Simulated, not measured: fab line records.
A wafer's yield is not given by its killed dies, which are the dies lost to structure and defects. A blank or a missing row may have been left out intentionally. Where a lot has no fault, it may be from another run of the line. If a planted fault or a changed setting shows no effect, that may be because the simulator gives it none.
Code-filled problem report in 8D (eight disciplines) form :: flow sky130 :: the parts of the form that need people (team, actions taken, sign-off) are left out

== 1. THE PROBLEM ==
Mean LDD_LDN_TW at SKY_LDD_LDN_TW_MEAS_13: 1389 over 6 wafers in 2 lots; fault-free wafers: 1469, standard deviation 8.3. That is -9.6 standard deviations from the usual mean.
The first sign was on wafer L622.2 at day 24 05:19, on film metro-04. At this step, 36 wafers from 12 lots have a number in the record. Rule for "out" (also "out of limits"): further than 4 standard deviations from the usual mean. Any other wafer with a number is counted as sound.

== 2. WHAT IT IS, AND WHAT IT ISN'T ==
question: which readings at this step
is: LDD_LDN_TW
is not: -

question: which lots
is: L622, L625
is not: L617, L619, L620, L632, L633, L634, L636, L637, L638, L639

question: which wafers of those lots
is: all that have a number
is not: -

question: read on which gauges
is: film metro-03, film metro-04
is not: film metro-02

question: when
is: from day 24 05:19
is not: up to then (9 sound wafers); but 21 sound wafers of L632, L633, L634, L636, L637, L638, L639 came after

== 3. SUSPECTS, AND WHAT RULES EACH OUT ==
Counting: a tool at any process step up to the reading remains a suspect when it ran all the lots that are out and ran no sound lot after the first of those.
- ruled out: the gauge at SKY_LDD_LDN_TW_MEAS_13. Those wafers that are out were read across 2 gauges (film metro-03, film metro-04).
- implanter-03 at SKY_LDD_LDN_IMPLANT_09: ruled out as a lasting fault. Following L622 (day 24 04:47), the first lot on it that is out, the sound lots L633, L634, L636, L638 were run on it.
Left after counting: nothing in the record.

== 4. THE CAUSE (what the simulator had put in) ==
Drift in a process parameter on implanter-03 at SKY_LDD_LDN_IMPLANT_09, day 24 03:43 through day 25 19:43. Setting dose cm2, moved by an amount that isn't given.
The count ruled it out by mistake, since the rule takes a fault to strike every lot its tool runs from the start of the fault on, and this one did not do so.

== 5. THE EFFECT CHAIN, in route order ==
Rows list readings where the struck wafers' mean (over those with a number) sits beyond 3 standard deviations from the usual. Only readings whose record carries a usual standard deviation are examined. hours: median over the lots of the time between each lot's start at the first step of this table that gives one and its start at this step. sigmas: the change, counted in usual standard deviations.
hours: 0
step: SKY_LDD_LDN_IMPLANT_09
reading: dose ions cm2
usual: 1.2499e+13
on struck wafers: 4.5243e+12
change: -7.9747e+12
sigmas: -99 or more

hours: 0
step: SKY_LDD_LDN_IMPLANT_09
reading: faraday current uA
usual: 70.8
on struck wafers: 25.9
change: -44.9
sigmas: -30

hours: 1
step: SKY_LDD_LDN_TW_MEAS_13
reading: LDD_LDN_TW
usual: 1469
on struck wafers: 1389
change: -80
sigmas: -9.6
The process steps in it:
- SKY_LDD_LDN_IMPLANT_09

== 6. HOW IT WOULD HAVE BEEN CAUGHT EARLIER ==
The first out-of-limits reading at a measuring or inspecting step in this record came at day 24 05:19, 2 hours after the fault's start at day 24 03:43.
At SKY_LDD_LDN_IMPLANT_09, the tool's own readings (dose ions cm2, faraday current uA) were out on each struck wafer the step has a row for, so an alarm limit on them would have fired on the first such wafer.
